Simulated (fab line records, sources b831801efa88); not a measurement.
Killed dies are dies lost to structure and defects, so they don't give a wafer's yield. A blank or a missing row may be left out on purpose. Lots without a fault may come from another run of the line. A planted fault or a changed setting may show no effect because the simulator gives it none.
fab line records | flow sky130
record lots=12 wafers=36 last_day=50
route steps=708 shown NWELL@71 GATE_OXIDE@189 POLY_GATE@231
lots that met no fault: from a run of the same line without faults
start_h: hours from the record's first day to the start of the lot's first wafer shown | wait_h: hours since the lot's step before | " the same as in the row above | L1.1+2: a row that stands for several wafers | - no value, or no start given | * or withheld: withheld | < > ~ a bound
route shown NAME@n: a module of which the file shows steps, and the number in the route of the first | usual: mean/standard deviation of fault-free wafers | same: alike in all rows | chamber/n: place in a boat | sites: the reading at each site | _std_site: their standard deviation | _edge_site: outer sites' mean less inner sites' | radius_mm: how far each site lies from the wafer's centre | mask NAME#n: copy n | behind: the tool/chamber that last shaped the wafer | hold: why the lot was held/for how many hours/how that ended | device: the transistor (n, p or np) that didn't switch | end of line: the same wafers' tests at the end of the route | a step without rows: its recipe alone | killed: dies lost to structure and defects at the first sort, not the wafer's yield | map: a wafer's dies, x killed, . not, _ none there
set.NAME: the setting as run; set.NAME@STEP: as run at that earlier step | model.NAME: the simulator's own value behind a step, which no gauge read
steps of the route over a sample of lots; a table a step, a row a wafer
services: from which hour (start_h, from the record's first day; less than 0 if before it) a tool's chamber was out of use, for how many hours, and why
## steps
# step SKY_NWELL_COAT_18
# recipe spin_rpm=2000 resist_thk_nm=3000
# usual exhaust_pa=45.0/0.82
# columns lot.wafer tool chamber start_h wait_h exhaust_pa
L969.1 litho_track-02 0 94.22 0.1 44.9
L969.3 " 0 " " 44.3
L969.6 " 0 " " 45.5
L972.1 litho_track-04 0 112.21 0.1 46.1
L972.4 " 0 " " 44.9
L972.5 " 0 " " 46.9
L974.1 litho_track-02 0 121.27 0.1 44.7
L974.3 " 0 " " 44.8
L974.6 " 0 " " 44.8
L975.2 litho_track-04 0 131.28 0.1 43.5
L975.3 " 0 " " 45.9
L975.4 " 0 " " 43.5
L976.2 litho_track-03 0 136.97 0.1 45.1
L976.5 " 0 " " 45.3
L976.6 " 0 " " 45.0
L980.2 litho_track-02 0 168.30 0.1 45.0
L980.4 " 0 " " 45.0
L980.6 " 0 " " 45.2
L981.3 litho_track-02 0 181.37 0.1 44.2
L981.4 " 0 " " 45.3
L981.5 " 0 " " 45.8
L982.1 litho_track-02 0 185.22 0.1 45.3
L982.3 " 0 " " 45.7
L982.5 " 0 " " 45.3
L987.3 litho_track-03 0 198.10 0.1 45.0
L987.5 " 0 " " 46.0
L987.6 " 0 " " 45.8
L986.1 litho_track-02 0 199.72 0.1 44.3
L986.3 " 0 " " 44.4
L986.5 " 0 " " 45.7
L991.1 litho_track-04 0 227.26 0.1 45.2
L991.3 " 0 " " 45.3
L991.5 " 0 " " 45.2
L992.1 litho_track-03 0 229.10 0.1 45.6
L992.3 " 0 " " 46.0
L992.5 " 0 " " 45.6
# step SKY_NWELL_STRIP_25
# recipe chemistry=O2/N2 power_w=1400 pressure_mtorr=1500 platen_temp_c=withheld o2_flow_sccm=3000 n2_flow_sccm=300 overash_fraction=0.5
# usual drypump_motor_current_A=5.8/0.45 oes_product_au=0.721/0.0046 strip_time_to_endpoint_s=36.89/0.11
# same overash_fraction=0.5
# columns lot.wafer tool chamber start_h wait_h drypump_motor_current_A oes_product_au rf_hours_counter_h strip_time_to_endpoint_s
L969.1 plasma_asher-03 0 102.79 0.1 6.2 0.728 28 36.80
L969.3 " 1 " " 5.9 0.713 - 36.69
L969.6 " 1 " " 5.9 0.719 - 36.76
L972.1 plasma_asher-03 0 121.64 0.1 6.2 0.720 31 36.92
L972.4 " 0 " " 6.2 0.719 - 36.89
L972.5 " 1 " " 5.9 0.724 - 36.82
L974.1 plasma_asher-02 1 131.26 0.1 4.7 0.728 44 37.02
L974.3 " 0 " " 5.7 0.719 - 37.13
L974.6 " 0 " " 5.7 0.723 - 37.00
L975.2 plasma_asher-02 0 141.71 0.1 5.7 0.721 45 36.81
L975.3 " 0 " " 5.7 0.715 - 36.82
L975.4 " 1 " " 4.7 0.730 - 36.97
L976.2 plasma_asher-04 0 146.66 0.1 5.9 0.723 48 36.80
L976.5 " 1 " " 5.8 0.716 - 36.82
L976.6 " 0 " " 5.9 0.727 - 36.74
L980.2 plasma_asher-03 1 178.99 0.1 5.9 0.720 36 36.88
L980.4 " 1 " " 5.8 0.720 - 36.88
L980.6 " 0 " " 6.2 0.717 - 36.86
L981.3 plasma_asher-03 1 191.23 0.1 5.9 0.722 - 36.87
L981.4 " 0 " " 6.2 0.709 - 36.95
L981.5 " 0 " " 6.2 0.725 - 36.92
L982.1 plasma_asher-04 0 195.16 0.1 5.9 0.721 52 30.04
L982.3 " 1 " " 5.8 0.709 - 30.07
L982.5 " 1 " " 5.7 0.719 - 30.03
L987.3 plasma_asher-03 0 210.08 0.1 6.2 0.717 - 36.95
L987.5 " 1 " " 5.9 0.727 - 36.93
L987.6 " 0 " " 6.2 0.728 - 36.84
L986.1 plasma_asher-03 0 212.34 0.1 6.2 0.722 39 29.86
L986.3 " 0 " " 6.2 0.712 - 29.82
L986.5 " 1 " " 5.9 0.719 - 29.75
L991.1 plasma_asher-04 1 239.49 0.1 5.8 0.722 56 36.76
L991.3 " 0 " " 5.9 0.718 - 36.91
L991.5 " 0 " " 5.9 0.724 - 36.90
L992.1 plasma_asher-03 0 241.91 0.1 6.2 0.724 42 37.07
L992.3 " 1 " " 5.8 0.722 - 36.98
L992.5 " 0 " " 6.2 0.724 - 37.03
# step SKY_GATE_OXIDE_THK_MEAS_02
# recipe reads=SiO2_of_GATE_OXIDE_OXIDATION_01
# usual GATE_OXIDE_OXIDATION_00_THK=10.30/0.21
# columns lot.wafer tool chamber start_h wait_h GATE_OXIDE_OXIDATION_00_THK[nm]
L969.1 film_metro-03 - 280.10 0.0 10.23
L969.3 " - " " 10.03
L969.6 " - " " 10.27
L972.1 film_metro-01 - 301.34 0.0 10.27
L972.4 " - " " 10.15
L972.5 " - " " 10.30
L974.1 film_metro-02 - 315.45 0.0 10.36
L974.3 " - " " 10.42
L974.6 " - " " 10.47
L975.2 film_metro-02 - 329.25 0.0 10.53
L975.3 " - " " 10.44
L975.4 " - " " 10.60
L976.2 film_metro-02 - 336.59 0.0 10.26
L976.5 " - " " 10.52
L976.6 " - " " 10.53
L980.2 film_metro-01 - 383.80 0.0 10.60
L980.4 " - " " 10.55
L980.6 " - " " 10.78
L981.3 film_metro-02 - 397.71 0.0 10.22
L981.4 " - " " 10.43
L981.5 " - " " 10.31
L982.1 film_metro-01 - 405.59 0.0 10.03
L982.3 " - " " 9.94
L982.5 " - " " 9.75
L987.3 film_metro-03 - 423.75 0.0 10.39
L987.5 " - " " 10.57
L987.6 " - " " 10.59
L986.1 film_metro-02 - 428.00 0.0 10.16
L986.3 " - " " 10.25
L986.5 " - " " 10.20
L991.1 film_metro-01 - 467.20 0.0 10.20
L991.3 " - " " 10.33
L991.5 " - " " 10.29
L992.1 film_metro-02 - 467.20 0.0 10.17
L992.3 " - " " 10.33
L992.5 " - " " 10.32
# step SKY_POLY_GATE_ETCH_17
# recipe target_depth_nm=180 stop_on=SiO2 over_etch_frac=0.56667 chemistry=HBr/Cl2 target=poly-Si icp_w=400 bias_w=100 pressure_mtorr=10 HBr_flow_sccm=150 Cl2_flow_sccm=50 time_s=70.5
# usual drypump_motor_current_A=5.9/0.44 oes_product_au=0.983/0.007 throttle_valve_pct=33.683/0.0079
# columns lot.wafer tool chamber start_h wait_h drypump_motor_current_A oes_product_au rf_hours_counter_h throttle_valve_pct
L969.1 rie_si-02 2 365.19 0.0 6.6 0.995 5 33.673
L969.3 " 1 " " 5.6 0.983 2 33.688
L969.6 " 3 " " 5.5 0.982 - 33.683
L972.1 rie_si-02 1 386.79 0.0 5.5 0.985 2 33.676
L972.4 " 0 " " 5.8 0.977 0 33.688
L972.5 " 1 " " 5.6 0.985 - 33.691
L974.1 rie_si-01 2 406.34 0.0 5.6 0.984 2 33.699
L974.3 " 0 " " 6.5 0.980 29 33.690
L974.6 " 1 " " 5.6 0.997 - 33.671
L975.2 rie_si-02 2 418.34 0.0 6.6 0.994 5 33.680
L975.3 " 1 " " 5.6 0.973 2 33.677
L975.4 " 3 " " 5.5 0.979 32 33.682
L976.2 rie_si-01 2 425.89 0.0 5.6 0.988 2 33.683
L976.5 " 0 " " 6.5 0.981 - 33.687
L976.6 " 3 " " 5.5 0.982 - 33.702
L980.2 rie_si-01 1 480.69 0.0 5.7 0.981 3 33.668
L980.4 " 1 " " 5.7 0.987 - 33.701
L980.6 " 3 " " 5.5 0.983 - 33.680
L981.3 rie_si-02 0 500.17 0.0 5.8 0.968 1 33.691
L981.4 " 1 " " 5.6 0.974 3 33.677
L981.5 " 3 " " 5.5 0.976 - 33.673
L982.1 rie_si-01 2 504.24 0.0 5.6 0.980 2 33.695
L982.3 " 3 " " 5.5 0.989 5 33.679
L982.5 " 1 " " 5.7 0.992 - 33.676
L987.3 rie_si-01 1 520.69 0.0 5.6 0.990 4 33.684
L987.5 " 1 " " 5.7 0.988 - 33.671
L987.6 " 2 " " 5.6 0.988 - 33.673
L986.1 rie_si-02 3 525.61 0.0 5.5 0.981 33 33.675
L986.3 " 1 " " 5.6 0.977 3 33.692
L986.5 " 1 " " 5.5 0.979 - 33.678
L991.1 rie_si-02 0 562.81 0.0 5.8 0.977 1 33.676
L991.3 " 3 " " 5.5 0.981 33 33.681
L991.5 " 0 " " 5.8 0.975 - 33.676
L992.1 rie_si-01 0 565.49 0.0 6.5 0.990 30 33.675
L992.3 " 3 " " 5.5 0.987 5 33.680
L992.5 " 0 " " 6.5 0.989 - 33.687
# step SKY_POLY_GATE_THK_MEAS_21
# recipe reads=SiO2_of_POLY_GATE_OXIDATION_20
# usual POLY_GATE_OXIDATION_THK=3.98/0.09
# columns lot.wafer tool chamber start_h wait_h POLY_GATE_OXIDATION_THK[nm]
L969.1 film_metro-03 - 367.57 0.0 4.12
L969.3 " - " " 4.08
L969.6 " - " " 4.11
L972.1 film_metro-02 - 389.05 0.0 3.99
L972.4 " - " " 3.97
L972.5 " - " " 3.92
L974.1 film_metro-02 - 408.71 0.0 3.99
L974.3 " - " " 4.04
L974.6 " - " " 4.01
L975.2 film_metro-03 - 419.81 0.0 4.11
L975.3 " - " " 4.09
L975.4 " - " " 4.07
L976.2 film_metro-03 - 429.26 0.0 3.87
L976.5 " - " " 3.93
L976.6 " - " " 4.00
L980.2 film_metro-02 - 482.16 0.0 4.09
L980.4 " - " " 4.07
L980.6 " - " " 4.12
L981.3 film_metro-02 - 501.65 0.0 3.84
L981.4 " - " " 3.86
L981.5 " - " " 3.87
L982.1 film_metro-03 - 505.70 0.0 3.85
L982.3 " - " " 3.83
L982.5 " - " " 3.82
L987.3 film_metro-04 - 522.17 0.0 4.13
L987.5 " - " " 4.05
L987.6 " - " " 4.02
L986.1 film_metro-04 - 527.06 0.0 4.16
L986.3 " - " " 4.17
L986.5 " - " " 4.11
L991.1 film_metro-04 - 564.26 0.0 4.13
L991.3 " - " " 4.08
L991.5 " - " " 4.12
L992.1 film_metro-04 - 566.95 0.0 3.99
L992.3 " - " " 4.00
L992.5 " - " " 3.89
## services
# columns tool chamber start_h hours kind
rie_si-02 - 123.00 2.8 pm
rie_si-02 1 130.97 1.9 repair
rie_si-02 3 135.06 8.0 repair
rie_si-02 - 140.68 1.1 repair
rie_si-02 2 151.24 6.4 repair
rie_si-02 3 155.87 7.4 repair
plasma_asher-04 - 174.69 1.4 repair
plasma_asher-04 - 178.73 0.9 repair
plasma_asher-03 - 187.37 1.5 repair
plasma_asher-04 - 270.77 15.6 pm
rie_si-01 - 285.01 0.7 repair
plasma_asher-03 - 289.41 14.6 pm
plasma_asher-02 - 302.76 8.8 repair
rie_si-01 3 329.93 2.4 repair
plasma_asher-02 - 407.46 2.8 repair
plasma_asher-02 - 417.76 3.4 repair
plasma_asher-03 - 446.86 0.5 repair
rie_si-02 1 455.74 15.7 repair
plasma_asher-03 - 461.83 0.6 repair
rie_si-01 2 473.11 4.5 repair
rie_si-01 2 477.91 7.2 repair
rie_si-01 - 481.09 0.1 repair
rie_si-02 0 523.49 8.7 repair
rie_si-02 1 541.51 1.4 repair
## key
first_sign step=SKY_NWELL_STRIP_25 reading=strip_time_to_endpoint_s direction=down sigmas=63 usual=* struck=*
effect none on later readings
met_at SKY_NWELL_COAT_18
struck_lots L982,L986
tester_left_out L982,L986
not_acting_at SKY_GATE_OXIDE_THK_MEAS_02,SKY_POLY_GATE_ETCH_17,SKY_POLY_GATE_THK_MEAS_21
onset_between 181.37 185.22
fault kind=process_parameter_drift tool=litho_track-02 chamber=- onset_h=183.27 steps=SKY_NWELL_COAT_18 channel=resist_thk_nm offset=-603.29 shape=step end_h=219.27 acts_in=these_recipes_only stated=3000
# tester_left_out: of these lots the tester's yield and bins aren't shown, on N5 and GAA mostly nor the transistor test; their killed dies are dies lost to structure and defects alone, not to doping, threshold or leakage, so they don't give the yield
